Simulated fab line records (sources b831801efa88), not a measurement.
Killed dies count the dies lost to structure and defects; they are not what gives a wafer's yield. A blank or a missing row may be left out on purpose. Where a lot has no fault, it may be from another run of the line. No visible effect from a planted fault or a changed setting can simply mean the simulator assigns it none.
Which of the tools did it? | flow sky130 | route of 708 steps, sampled at 1 step: 13 lots, 39 wafers

## WHAT THE GAUGES SHOWED, per wafer
The record holds no reading of a measuring or inspecting step that can be judged against a usual standard deviation.

## TOOL THAT RAN EACH LOT (tool first, then ch and the chambers of the sampled wafers, then the start)
lot  | SKY_SONOS_ONO_WET_ETCH_16
L778 | wet-bench-03 ch 0, day 12 19:43
L779 | wet-bench-03 ch 1, day 13 00:19
L780 | wet-bench-01 ch 1, day 13 08:49
L782 | wet-bench-03 ch 1, day 14 09:59
L783 | wet-bench-04 ch 2, day 14 14:46
L784 | wet-bench-03 ch 2, day 14 14:50
L793 | wet-bench-01 ch 0, day 18 10:56
L794 | wet-bench-03 ch 2, day 18 13:55
L795 | wet-bench-01 ch 1, day 18 21:12
L796 | wet-bench-04 ch 1, day 19 00:40
L797 | wet-bench-04 ch 2, day 19 13:56
L798 | wet-bench-03 ch 0, day 19 19:31
L801 | wet-bench-04 ch 0, day 20 16:32
- SKY_SONOS_ONO_WET_ETCH_16: etches SiO2 in dHF, target depth 14 nm, time 280 s.

## AS READ BY THE TOOLS THEMSELVES (means over the sampled wafers that have a number; for cases with no such wafer, the mark the record gives instead)
SKY_SONOS_ONO_WET_ETCH_16.
lot  | tool         | run-length-s (s)
L778 | wet-bench-03 | 313
L779 | wet-bench-03 | 307
L780 | wet-bench-01 | 313
L782 | wet-bench-03 | 307
L783 | wet-bench-04 | 314
L784 | wet-bench-03 | 306
L793 | wet-bench-01 | 178
L794 | wet-bench-03 | 313
L795 | wet-bench-01 | 314
L796 | wet-bench-04 | 305
L797 | wet-bench-04 | 307
L798 | wet-bench-03 | 306
L801 | wet-bench-04 | 315

## THE ANSWER, worked out from the rows above alone
Rule: the lots themselves supply what counts as usual. Put in order of their means at a reading, lots are off if they are a third of the lots or fewer, leave a main group of 4 or more, and stand apart from it by a gap of 3 or more times the standard deviation of the main group's means; of several such gaps the widest counts. Not used: any main group whose means are identical at the precision the tables above print for the reading. Also off: a lot with no number at a reading for which 4 or more lots have one. Where the step has rows for the other lots, those lots are counted as sound. First the gauges in route order, then the tools' own readings, where a lot's mean is used as printed above. The first step at which some lot is off is used, and at that step the reading that is off furthest; a lot without a number counts as furthest.
Off: L793, at SKY_SONOS_ONO_WET_ETCH_16 (run-length-s). Mean 310 s and standard deviation 3.7 in the main group.
A tool fits if, at that step or a process step before it, it ran every lot that is off, and no sound lot after the first of them. Not one of the candidates tried fits.

## WHAT THE SIMULATOR HAD INSERTED
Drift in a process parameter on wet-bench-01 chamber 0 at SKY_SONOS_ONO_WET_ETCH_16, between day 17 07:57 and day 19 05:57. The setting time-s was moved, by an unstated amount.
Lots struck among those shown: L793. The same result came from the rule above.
